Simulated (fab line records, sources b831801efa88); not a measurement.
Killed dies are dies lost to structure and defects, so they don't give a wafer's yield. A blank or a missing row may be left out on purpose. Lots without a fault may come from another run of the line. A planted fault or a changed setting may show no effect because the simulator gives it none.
One fault seen from 2 desks | flow gf180mcu | each desk has only its own numbers; what lay behind them comes last

THE METROLOGY DESK
What the gauges read, lot by lot, whatever tool the lot ran on: means of the sampled wafers that have a number. A lot is out of limits, marked OUT, if its mean lies more than 4 standard deviations from the usual mean; the brackets give that distance.
Columns: A = V4_W_RS at GF_V4_RS_MEAS_24, usual 0.327 ohm/sq; B = V4_W_THK at GF_V4_THK_MEAS_25, usual 347 nm; C = MIM_CVD_05_THK at GF_MIM_THK_MEAS_06, usual 42.1 nm; D = MIM_ALCU_RS at GF_MIM_RS_MEAS_10, usual 0.1597 ohm/sq; E = MIM_ALCU_THK at GF_MIM_THK_MEAS_11, usual 199.8 nm; F = cd_nm at GF_M5_CD_MEAS_07, usual 280.4 nm; G = M5_OVL at GF_M5_OVL_MEAS_08, usual 0 nm
lot  | first seen here | A     | B   | C    | D      | E     | F     | G
L601 | day 26 07:05    | 0.327 | 350 | 42.3 | 0.1587 | 201.8 | 280.6 | -5
L608 | day 28 07:10    | 0.324 | 351 | 41.4 | 0.1598 | 201.6 | 279.0 | -1
L617 | day 30 20:57    | 0.322 | 356 | 42.2 | 0.1579 | 200.8 | 280.5 | -4
L618 | day 31 03:56    | 0.328 | 347 | 41.2 | 0.1620 | 197.8 | 282.5 | 12
L619 | day 31 07:26    | 0.320 | 352 | 41.4 | 0.1586 | 199.8 | 279.0 | -4
This desk's finding: nothing out of limits on any of the 5 lots.

THE TOOL OWNER'S DESK: pvd_sputter-04
The tool's own readings at GF_MIM_SPUTTER_03 (material Ti, target thk 10 nm, time 6.7 s): means of the sampled wafers that have a number, for each lot that ran on this tool. A lot is out of limits, marked OUT, if its mean lies more than 4 standard deviations from the usual mean; the brackets give that distance.
Columns: A = throttle_valve_pct at GF_MIM_SPUTTER_03, usual 29.8 %
lot  | first seen here | A
L608 | day 28 07:53    | 29.5
L617 | day 30 21:35    | 29.9
L618 | day 31 04:35    | 29.5
This desk's finding: nothing out of limits on any of the 3 lots.

PUT TOGETHER
The metrology desk saw nothing out of limits.
The tool owner's desk saw nothing out of limits.

WHAT THE SIMULATOR HAD PUT IN
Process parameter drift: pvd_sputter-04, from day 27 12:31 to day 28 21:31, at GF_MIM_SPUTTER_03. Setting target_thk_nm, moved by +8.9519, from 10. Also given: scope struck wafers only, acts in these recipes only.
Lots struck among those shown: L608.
